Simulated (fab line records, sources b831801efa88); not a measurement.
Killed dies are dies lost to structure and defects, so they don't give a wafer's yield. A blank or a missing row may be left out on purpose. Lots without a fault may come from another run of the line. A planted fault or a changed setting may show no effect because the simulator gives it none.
fab line records | flow gf180mcu | part 1 of 2: steps 1 to 29 of 42
record lots=5 wafers=15 last_day=34
route steps=602 shown VT_IMPLANT@110 MVSD@136 NWELL@137 LVPWELL@138 MVPSD@139 DUAL_GATE@141
lots that met no fault: from a run of the same line without faults
start_h: hours from the record's first day to the start of the lot's first wafer shown | wait_h: hours since the lot's step before | " the same as in the row above | L1.1+2: a row that stands for several wafers | - no value, or no start given | * or withheld: withheld | < > ~ a bound
route shown NAME@n: a module of which the file shows steps, and the number in the route of the first | usual: mean/standard deviation of fault-free wafers | same: alike in all rows | chamber/n: place in a boat | sites: the reading at each site | _std_site: their standard deviation | _edge_site: outer sites' mean less inner sites' | radius_mm: how far each site lies from the wafer's centre | mask NAME#n: copy n | behind: the tool/chamber that last shaped the wafer | hold: why the lot was held/for how many hours/how that ended | device: the transistor (n, p or np) that didn't switch | end of line: the same wafers' tests at the end of the route | a step without rows: its recipe alone | killed: dies lost to structure and defects at the first sort, not the wafer's yield | map: a wafer's dies, x killed, . not, _ none there
set.NAME: the setting as run; set.NAME@STEP: as run at that earlier step | model.NAME: the simulator's own value behind a step, which no gauge read
lots at some steps of the route; a table a step, a row a wafer
services: from which hour (start_h, from the record's first day; less than 0 if before it) a tool's chamber was out of use, for how many hours, and why
## steps
# step GF_VT_IMPLANT_STRIP_20
# recipe chemistry=O2/N2 power_w=1400 pressure_mtorr=1500 platen_temp_c=250 o2_flow_sccm=3000 n2_flow_sccm=300 overash_fraction=0.5
# usual drypump_motor_current_A=5.7/0.32 heater_power_w=346/35 n2_flow_sccm=300.0/0.89 oes_product_au=0.715/0.0042 strip_time_to_endpoint_s=12.61/0.035
# columns lot.wafer tool chamber start_h wait_h drypump_motor_current_A heater_power_w n2_flow_sccm oes_product_au rf_hours_counter_h strip_time_to_endpoint_s
L077.1 plasma_asher-02 1 147.64 0.1 5.5 258 299.2 0.718 48 12.56
L077.3 " 0 " " 5.6 358 300.0 0.722 - 12.58
L077.4 " 1 " " 5.5 261 300.6 0.716 - 12.58
L079.2 plasma_asher-04 1 156.83 0.1 5.9 376 301.5 0.717 50 12.63
L079.3 " 0 " " 5.5 360 299.4 0.715 - 12.56
L079.5 " 1 " " 5.9 380 301.0 0.711 - 12.60
L085.2 plasma_asher-04 1 199.49 0.1 5.9 358 300.7 0.715 54 12.61
L085.5 " 0 " " 5.5 361 299.8 0.713 - 12.57
L085.6 " 1 " " 6.0 373 299.0 0.716 - 12.64
L086.2 plasma_asher-02 0 216.18 0.1 5.6 356 299.5 0.720 55 12.59
L086.3 " 1 " " 5.5 264 299.5 0.714 - 12.62
L086.5 " 0 " " 5.6 358 300.1 0.711 - 12.63
L094.3 plasma_asher-02 1 255.17 0.1 5.5 261 300.0 0.717 - 12.60
L094.4 " 0 " " 5.6 365 300.9 0.715 - 12.64
L094.5 " 1 " " 5.5 263 299.0 0.713 - 12.61
# step GF_VT_IMPLANT_TW_MEAS_21
# usual VT_IMPLANT_2_TW=1223/6.5
# columns lot.wafer tool chamber start_h wait_h VT_IMPLANT_2_TW
L077.1 film_metro-04 - 147.74 0.1 1217
L077.3 " - " " 1216
L077.4 " - " " 1216
L079.2 film_metro-04 - 156.94 0.1 1227
L079.3 " - " " 1219
L079.5 " - " " 1209
L085.2 film_metro-01 - 199.60 0.1 1222
L085.5 " - " " 1224
L085.6 " - " " 1229
L086.2 film_metro-04 - 216.29 0.1 1217
L086.3 " - " " 1213
L086.5 " - " " 1218
L094.3 film_metro-01 - 255.26 0.1 1232
L094.4 " - " " 1229
L094.5 " - " " 1230
# step GF_VT_IMPLANT_DEHYDRATE_22
# recipe temp_c=200 time_s=60
# columns lot.wafer tool chamber start_h wait_h
L077.1+3+4 litho_track-01 0 155.20 7.5
L079.2+3+5 litho_track-02 0 164.48 7.5
L085.2+5+6 litho_track-04 0 207.97 8.4
L086.2+3+5 litho_track-02 0 224.53 8.2
L094.3+4+5 litho_track-04 0 263.79 8.5
# step GF_VT_IMPLANT_HMDS_23
# recipe prime_time_s=60 prime_temp_c=120
# columns lot.wafer tool chamber start_h wait_h
L077.1+3+4 litho_track-01 0 155.35 0.1
L079.2+3+5 litho_track-02 0 164.63 0.1
L085.2+5+6 litho_track-04 0 208.12 0.1
L086.2+3+5 litho_track-02 0 224.68 0.1
L094.3+4+5 litho_track-04 0 263.94 0.1
# step GF_VT_IMPLANT_COAT_24
# recipe resist=NOVOLAK spin_rpm=3000 resist_thk_nm=1000
# columns lot.wafer tool chamber start_h wait_h
L077.1+3+4 litho_track-01 0 155.50 0.1
L079.2+3+5 litho_track-02 0 164.78 0.1
L085.2+5+6 litho_track-04 0 208.27 0.1
L086.2+3+5 litho_track-02 0 224.83 0.1
L094.3+4+5 litho_track-04 0 264.09 0.1
# step GF_VT_IMPLANT_SOFTBAKE_25
# recipe temp_c=90 time_s=60 resist=NOVOLAK
# columns lot.wafer tool chamber start_h wait_h
L077.1+3+4 litho_track-01 0 155.65 0.1
L079.2+3+5 litho_track-02 0 164.93 0.1
L085.2+5+6 litho_track-04 0 208.42 0.1
L086.2+3+5 litho_track-02 0 224.98 0.1
L094.3+4+5 litho_track-04 0 264.24 0.1
# step GF_VT_IMPLANT_EXPOSE_26
# recipe mask_id=LVPWELL_HV_AREA target_cd_nm=860 na=0.6 source_shape=conventional sigma_outer=0.6 dose_mj=140
# usual reticle_temp_C=23.01/0.093
# columns lot.wafer tool chamber start_h wait_h mask reticle_temp_C
L077.1 iline_stepper-02 0 - - LVPWELL_HV_AREA#0 23.07
L077.3 " 0 " " LVPWELL_HV_AREA#0 23.14
L077.4 " 0 " " LVPWELL_HV_AREA#0 23.10
L079.2 iline_stepper-02 0 - - LVPWELL_HV_AREA#0 22.97
L079.3 " 0 " " LVPWELL_HV_AREA#0 22.88
L079.5 " 0 " " LVPWELL_HV_AREA#0 22.85
L085.2 iline_stepper-01 0 - - LVPWELL_HV_AREA#0 22.91
L085.5 " 0 " " LVPWELL_HV_AREA#0 23.10
L085.6 " 0 " " LVPWELL_HV_AREA#0 23.12
L086.2 iline_stepper-02 0 - - LVPWELL_HV_AREA#0 23.10
L086.3 " 0 " " LVPWELL_HV_AREA#0 23.25
L086.5 " 0 " " LVPWELL_HV_AREA#0 22.94
L094.3 iline_stepper-02 0 - - LVPWELL_HV_AREA#0 23.06
L094.4 " 0 " " LVPWELL_HV_AREA#0 23.02
L094.5 " 0 " " LVPWELL_HV_AREA#0 22.94
# step GF_VT_IMPLANT_PEB_27
# recipe temp_c=withheld time_s=* resist=NOVOLAK
# columns lot.wafer tool chamber start_h wait_h
L077.1+3+4 litho_track-01 0 - -
L079.2+3+5 litho_track-02 0 - -
L085.2+5+6 litho_track-04 0 - -
L086.2+3+5 litho_track-01 0 - -
L094.3+4+5 litho_track-02 0 - -
# step GF_VT_IMPLANT_DEVELOP_28
# recipe develop_time_s=60 dev_temp_c=23
# columns lot.wafer tool chamber start_h wait_h
L077.1+3+4 litho_track-01 0 163.45 0.1
L079.2+3+5 litho_track-02 0 173.38 0.1
L085.2+5+6 litho_track-04 0 217.17 0.1
L086.2+3+5 litho_track-01 0 233.98 0.1
L094.3+4+5 litho_track-02 0 274.40 0.1
# step GF_VT_IMPLANT_OVL_MEAS_29
# usual VT_IMPLANT_02_OVL=-0.1/1.2
# columns lot.wafer tool chamber start_h wait_h VT_IMPLANT_02_OVL[nm]
L077.1 overlay-01 - 163.60 0.1 0.8
L077.3 " - " " -0.6
L077.4 " - " " 1.5
L079.2 overlay-02 - 173.51 0.1 0.1
L079.3 " - " " 0.1
L079.5 " - " " -1.3
L085.2 overlay-02 - 217.30 0.1 -2.1
L085.5 " - " " -2.3
L085.6 " - " " -0.7
L086.2 overlay-01 - 234.11 0.1 0.7
L086.3 " - " " -2.1
L086.5 " - " " -2.5
L094.3 overlay-02 - 274.51 0.1 1.3
L094.4 " - " " 0.6
L094.5 " - " " 0.5
# step GF_VT_IMPLANT_IMPLANT_30
# recipe species=B energy_kev=25 dose_cm2=2.534e+12 tilt_deg=7
# usual beam_energy_keV=25.001/0.0074
# columns lot.wafer tool chamber start_h wait_h beam_energy_keV
L077.1 implanter-02 0 163.64 0.0 25.005
L077.3 " 0 " " 25.013
L077.4 " 0 " " 25.019
L079.2 implanter-04 0 173.56 0.0 24.997
L079.3 " 0 " " 25.006
L079.5 " 0 " " 25.006
L085.2 implanter-04 0 217.36 0.0 25.010
L085.5 " 0 " " 25.004
L085.6 " 0 " " 25.007
L086.2 implanter-04 0 234.16 0.0 25.004
L086.3 " 0 " " 25.007
L086.5 " 0 " " 24.998
L094.3 implanter-01 0 274.59 0.1 24.998
L094.4 " 0 " " 25.005
L094.5 " 0 " " 24.989
# step GF_VT_IMPLANT_STRIP_31
# recipe chemistry=O2/N2 power_w=1400 pressure_mtorr=1500 platen_temp_c=250 o2_flow_sccm=3000 n2_flow_sccm=300 overash_fraction=0.5
# usual drypump_motor_current_A=5.70/0.3 heater_power_w=341/39 n2_flow_sccm=300.3/0.89 oes_product_au=0.715/0.0044 strip_time_to_endpoint_s=12.61/0.034
# columns lot.wafer tool chamber start_h wait_h drypump_motor_current_A heater_power_w n2_flow_sccm oes_product_au rf_hours_counter_h strip_time_to_endpoint_s
L077.1 plasma_asher-02 1 163.79 0.1 5.54 263 300.7 0.729 49 12.60
L077.3 " 1 " " 5.56 265 300.9 0.720 - 12.62
L077.4 " 0 " " 5.58 364 301.6 0.709 - 12.58
L079.2 plasma_asher-04 1 173.69 0.1 5.91 369 299.2 0.709 52 12.57
L079.3 " 1 " " 5.90 364 298.5 0.711 - 12.58
L079.5 " 1 " " 5.93 356 300.2 0.714 - 12.55
L085.2 plasma_asher-02 0 217.48 0.1 5.61 357 300.0 0.714 55 12.62
L085.5 " 1 " " 5.55 261 301.4 0.706 - 12.63
L085.6 " 0 " " 5.62 367 301.1 0.714 - 12.59
L086.2 plasma_asher-03 1 234.29 0.1 6.33 354 299.7 0.712 43 12.62
L086.3 " 0 " " 5.47 362 300.4 0.715 - 12.60
L086.5 " 0 " " 5.49 357 300.5 0.713 - 12.57
L094.3 plasma_asher-04 1 274.72 0.1 5.94 373 299.4 0.711 - 12.61
L094.4 " 0 " " 5.45 357 300.4 0.715 - 12.65
L094.5 " 1 " " 5.92 375 300.4 0.722 - 12.65
# step GF_VT_IMPLANT_TW_MEAS_32
# usual VT_IMPLANT_3_TW=270.7/1.3
# columns lot.wafer tool chamber start_h wait_h VT_IMPLANT_3_TW
L077.1 film_metro-04 - 163.89 0.1 270.6
L077.3 " - " " 271.7
L077.4 " - " " 270.5
L079.2 film_metro-03 - 173.80 0.1 272.4
L079.3 " - " " 272.5
L079.5 " - " " 271.9
L085.2 film_metro-03 - 217.59 0.1 272.3
L085.5 " - " " 270.2
L085.6 " - " " 272.0
L086.2 film_metro-01 - 234.40 0.1 271.5
L086.3 " - " " 270.8
L086.5 " - " " 272.3
L094.3 film_metro-01 - 274.81 0.1 269.3
L094.4 " - " " 270.4
L094.5 " - " " 269.7
# step GF_VT_IMPLANT_DEHYDRATE_33
# recipe temp_c=200 time_s=58.98
# columns lot.wafer tool chamber start_h wait_h
L077.1+3+4 litho_track-04 0 171.55 7.6
L079.2+3+5 litho_track-01 0 181.08 7.3
L085.2+5+6 litho_track-04 0 225.67 8.1
L086.2+3+5 litho_track-04 0 242.47 8.1
L094.3+4+5 litho_track-02 0 283.80 9.0
# step GF_VT_IMPLANT_HMDS_34
# recipe prime_time_s=60 prime_temp_c=120
# columns lot.wafer tool chamber start_h wait_h
L077.1+3+4 litho_track-04 0 171.70 0.1
L079.2+3+5 litho_track-01 0 181.23 0.1
L085.2+5+6 litho_track-04 0 225.82 0.1
L086.2+3+5 litho_track-04 0 242.62 0.1
L094.3+4+5 litho_track-02 0 283.95 0.1
# step GF_VT_IMPLANT_COAT_35
# recipe resist=NOVOLAK spin_rpm=3000 resist_thk_nm=1000
# columns lot.wafer tool chamber start_h wait_h
L077.1+3+4 litho_track-04 0 171.85 0.1
L079.2+3+5 litho_track-01 0 181.38 0.1
L085.2+5+6 litho_track-04 0 225.97 0.1
L086.2+3+5 litho_track-04 0 242.77 0.1
L094.3+4+5 litho_track-02 0 284.10 0.1
# step GF_VT_IMPLANT_SOFTBAKE_36
# recipe temp_c=90 time_s=60 resist=NOVOLAK
# columns lot.wafer tool chamber start_h wait_h
L077.1+3+4 litho_track-04 0 172.00 0.1
L079.2+3+5 litho_track-01 0 181.53 0.1
L085.2+5+6 litho_track-04 0 226.12 0.1
L086.2+3+5 litho_track-04 0 242.92 0.1
L094.3+4+5 litho_track-02 0 284.25 0.1
# step GF_VT_IMPLANT_EXPOSE_37
# recipe mask_id=Nwell_HV_AREA target_cd_nm=860 na=0.6 source_shape=conventional sigma_outer=0.6 dose_mj=140
# usual reticle_temp_C=23.01/0.1
# columns lot.wafer tool chamber start_h wait_h mask reticle_temp_C
L077.1 iline_stepper-02 0 - - Nwell_HV_AREA#0 23.19
L077.3 " 0 " " Nwell_HV_AREA#0 23.03
L077.4 " 0 " " Nwell_HV_AREA#0 23.05
L079.2 iline_stepper-01 0 - - Nwell_HV_AREA#0 22.99
L079.3 " 0 " " Nwell_HV_AREA#0 22.92
L079.5 " 0 " " Nwell_HV_AREA#0 23.06
L085.2 iline_stepper-02 0 - - Nwell_HV_AREA#0 22.98
L085.5 " 0 " " Nwell_HV_AREA#0 23.00
L085.6 " 0 " " Nwell_HV_AREA#0 22.97
L086.2 iline_stepper-01 0 - - Nwell_HV_AREA#0 23.02
L086.3 " 0 " " Nwell_HV_AREA#0 22.81
L086.5 " 0 " " Nwell_HV_AREA#0 23.00
L094.3 iline_stepper-02 0 - - Nwell_HV_AREA#0 22.98
L094.4 " 0 " " Nwell_HV_AREA#0 23.04
L094.5 " 0 " " Nwell_HV_AREA#0 22.97
# step GF_VT_IMPLANT_PEB_38
# recipe temp_c=withheld time_s=* resist=NOVOLAK
# columns lot.wafer tool chamber start_h wait_h
L077.1+3+4 litho_track-04 0 - -
L079.2+3+5 litho_track-01 0 - -
L085.2+5+6 litho_track-04 0 - -
L086.2+3+5 litho_track-01 0 - -
L094.3+4+5 litho_track-02 0 - -
# step GF_VT_IMPLANT_DEVELOP_39
# recipe develop_time_s=60 dev_temp_c=23
# columns lot.wafer tool chamber start_h wait_h
L077.1+3+4 litho_track-04 0 180.25 0.1
L079.2+3+5 litho_track-01 0 190.03 0.1
L085.2+5+6 litho_track-04 0 235.22 0.1
L086.2+3+5 litho_track-01 0 252.38 0.1
L094.3+4+5 litho_track-02 0 293.70 0.1
# step GF_VT_IMPLANT_OVL_MEAS_40
# usual VT_IMPLANT_03_OVL=0.4/1.4
# columns lot.wafer tool chamber start_h wait_h VT_IMPLANT_03_OVL[nm]
L077.1 overlay-01 - 180.40 0.1 -1.1
L077.3 " - " " -1.7
L077.4 " - " " -0.2
L079.2 overlay-02 - 190.16 0.1 0.9
L079.3 " - " " 1.0
L079.5 " - " " 1.1
L085.2 overlay-02 - 235.35 0.1 -0.5
L085.5 " - " " 0.3
L085.6 " - " " 0.9
L086.2 overlay-02 - 252.51 0.1 0.9
L086.3 " - " " 3.0
L086.5 " - " " -0.5
L094.3 overlay-02 - 293.81 0.1 0.0
L094.4 " - " " -0.3
L094.5 " - " " 1.4
# step GF_VT_IMPLANT_IMPLANT_41
# recipe species=As energy_kev=70 dose_cm2=1.013e+12 tilt_deg=7
# usual beam_energy_keV=70.006/0.022
# columns lot.wafer tool chamber start_h wait_h beam_energy_keV
L077.1 implanter-01 0 180.43 0.0 70.002
L077.3 " 0 " " 70.043
L077.4 " 0 " " 69.994
L079.2 implanter-04 0 190.22 0.0 70.037
L079.3 " 0 " " 70.016
L079.5 " 0 " " 70.019
L085.2 implanter-01 0 235.41 0.0 70.005
L085.5 " 0 " " 69.983
L085.6 " 0 " " 69.992
L086.2 implanter-04 0 252.59 0.1 69.997
L086.3 " 0 " " 70.012
L086.5 " 0 " " 70.020
L094.3 implanter-02 0 293.88 0.1 70.006
L094.4 " 0 " " 70.052
L094.5 " 0 " " 70.018
# step GF_VT_IMPLANT_STRIP_42
# recipe chemistry=O2/N2 power_w=1400 pressure_mtorr=1500 platen_temp_c=250 o2_flow_sccm=3000 n2_flow_sccm=300 overash_fraction=0.5
# usual drypump_motor_current_A=5.8/0.34 heater_power_w=348/31 n2_flow_sccm=299.8/0.9 oes_product_au=0.716/0.0043 strip_time_to_endpoint_s=12.62/0.038
# columns lot.wafer tool chamber start_h wait_h drypump_motor_current_A heater_power_w n2_flow_sccm oes_product_au rf_hours_counter_h strip_time_to_endpoint_s
L077.1 plasma_asher-02 1 180.58 0.1 5.5 262 300.6 0.720 51 12.61
L077.3 " 1 " " 5.5 257 301.7 0.722 - 12.57
L077.4 " 0 " " 5.6 357 300.0 0.715 - 12.58
L079.2 plasma_asher-04 0 190.34 0.1 5.5 366 300.3 0.720 53 12.59
L079.3 " 0 " " 5.5 361 300.1 0.720 - 12.60
L079.5 " 1 " " 5.9 366 299.7 0.719 - 12.60
L085.2 plasma_asher-04 0 235.53 0.1 5.5 355 299.8 0.711 58 12.70
L085.5 " 1 " " 5.9 374 299.5 0.719 - 12.69
L085.6 " 0 " " 5.5 349 300.9 0.713 - 12.67
L086.2 plasma_asher-03 0 252.84 0.2 5.5 361 297.9 0.719 45 12.61
L086.3 " 0 " " 5.5 358 299.1 0.716 - 12.60
L086.5 " 1 " " 6.3 354 300.2 0.719 - 12.59
L094.3 plasma_asher-04 0 294.02 0.1 5.5 359 300.2 0.715 - 12.70
L094.4 " 1 " " 5.9 383 300.4 0.700 - 12.72
L094.5 " 0 " " 5.4 359 299.4 0.714 - 12.71
# step GF_VT_IMPLANT_TW_MEAS_43
# usual VT_IMPLANT_4_TW=694/3.7
# columns lot.wafer tool chamber start_h wait_h VT_IMPLANT_4_TW
L077.1 film_metro-04 - 180.68 0.1 698
L077.3 " - " " 698
L077.4 " - " " 698
L079.2 film_metro-04 - 190.45 0.1 697
L079.3 " - " " 698
L079.5 " - " " 697
L085.2 film_metro-04 - 235.64 0.1 692
L085.5 " - " " 694
L085.6 " - " " 694
L086.2 film_metro-03 - 252.95 0.1 699
L086.3 " - " " 695
L086.5 " - " " 700
L094.3 film_metro-04 - 294.10 0.1 690
L094.4 " - " " 687
L094.5 " - " " 694
# step GF_VT_IMPLANT_CLEAN_44
# recipe chemistry=SC1/SC2 mix=1:4:20 temp_c=70 time_s=150 dry=n2_spin
# columns lot.wafer tool chamber start_h wait_h
L077.1+3+4 wet_bench-03 2 180.74 0.1
L079.2+3+5 wet_bench-02 2 190.50 0.0
L085.2+5+6 wet_bench-04 2 235.69 0.0
L086.2+3+5 wet_bench-04 1 253.00 0.0
L094.3+4+5 wet_bench-04 0 294.14 0.0
# step GF_VT_IMPLANT_RTA_45
# recipe temp_c=1050 time_s=30 ambient=N2
# usual lamp_power_pct=38.2/1.5 wafer_temp_C_max=1054.2/1
# columns lot.wafer tool chamber start_h wait_h lamp_power_pct wafer_temp_C_max
L077.1 rtp_anneal-02 0 180.79 0.0 39.5 1055.0
L077.3 " 0 " " 39.5 1052.7
L077.4 " 0 " " 39.6 1054.8
L079.2 rtp_anneal-01 0 190.57 0.0 36.4 1053.3
L079.3 " 0 " " 36.4 1053.3
L079.5 " 0 " " 36.4 1052.7
L085.2 rtp_anneal-01 0 235.76 0.0 36.5 1052.9
L085.5 " 0 " " 36.4 1052.8
L085.6 " 0 " " 36.4 1053.3
L086.2 rtp_anneal-01 0 253.08 0.0 36.4 1053.5
L086.3 " 0 " " 36.4 1053.1
L086.5 " 0 " " 36.4 1052.9
L094.3 rtp_anneal-01 0 294.23 0.0 36.4 1054.7
L094.4 " 0 " " 36.5 1052.9
L094.5 " 0 " " 36.4 1054.2
# step GF_VT_IMPLANT_RS_MEAS_46
# recipe thk_meas_gauge=four-point-probe
# usual MVSD_RS=456.9/1.1
# columns lot.wafer tool chamber start_h wait_h MVSD_RS[ohm/sq]
L077.1 film_metro-03 - 180.89 0.1 456.7
L077.3 " - " " 454.6
L077.4 " - " " 455.4
L079.2 film_metro-02 - 190.67 0.1 456.9
L079.3 " - " " 457.6
L079.5 " - " " 455.3
L085.2 film_metro-03 - 235.86 0.1 457.2
L085.5 " - " " 456.6
L085.6 " - " " 457.2
L086.2 film_metro-01 - 253.27 0.2 456.6
L086.3 " - " " 458.1
L086.5 " - " " 456.9
L094.3 film_metro-03 - 294.33 0.1 455.7
L094.4 " - " " 454.8
L094.5 " - " " 454.8
# step GF_VT_IMPLANT_RS_MEAS_47
# recipe thk_meas_gauge=four-point-probe
# usual NWELL_RS=487.9/1.4
# columns lot.wafer tool chamber start_h wait_h NWELL_RS[ohm/sq]
L077.1 film_metro-03 - 181.01 0.1 486.3
L077.3 " - " " 486.3
L077.4 " - " " 487.3
L079.2 film_metro-02 - 190.79 0.1 487.3
L079.3 " - " " 487.1
L079.5 " - " " 487.5
L085.2 film_metro-03 - 235.98 0.1 488.8
L085.5 " - " " 487.7
L085.6 " - " " 488.3
L086.2 film_metro-01 - 253.39 0.1 488.0
L086.3 " - " " 486.4
L086.5 " - " " 485.7
L094.3 film_metro-03 - 294.45 0.1 489.0
L094.4 " - " " 488.4
L094.5 " - " " 487.7
# step GF_VT_IMPLANT_RS_MEAS_48
# recipe thk_meas_gauge=four-point-probe
# usual LVPWELL_RS=1198/3.9
# columns lot.wafer tool chamber start_h wait_h LVPWELL_RS[ohm/sq]
L077.1 film_metro-03 - 181.13 0.1 1199
L077.3 " - " " 1194
L077.4 " - " " 1196
L079.2 film_metro-02 - 190.91 0.1 1201
L079.3 " - " " 1196
L079.5 " - " " 1196
L085.2 film_metro-03 - 236.10 0.1 1195
L085.5 " - " " 1195
L085.6 " - " " 1196
L086.2 film_metro-01 - 253.51 0.1 1197
L086.3 " - " " 1203
L086.5 " - " " 1202
L094.3 film_metro-03 - 294.57 0.1 1198
L094.4 " - " " 1193
L094.5 " - " " 1194
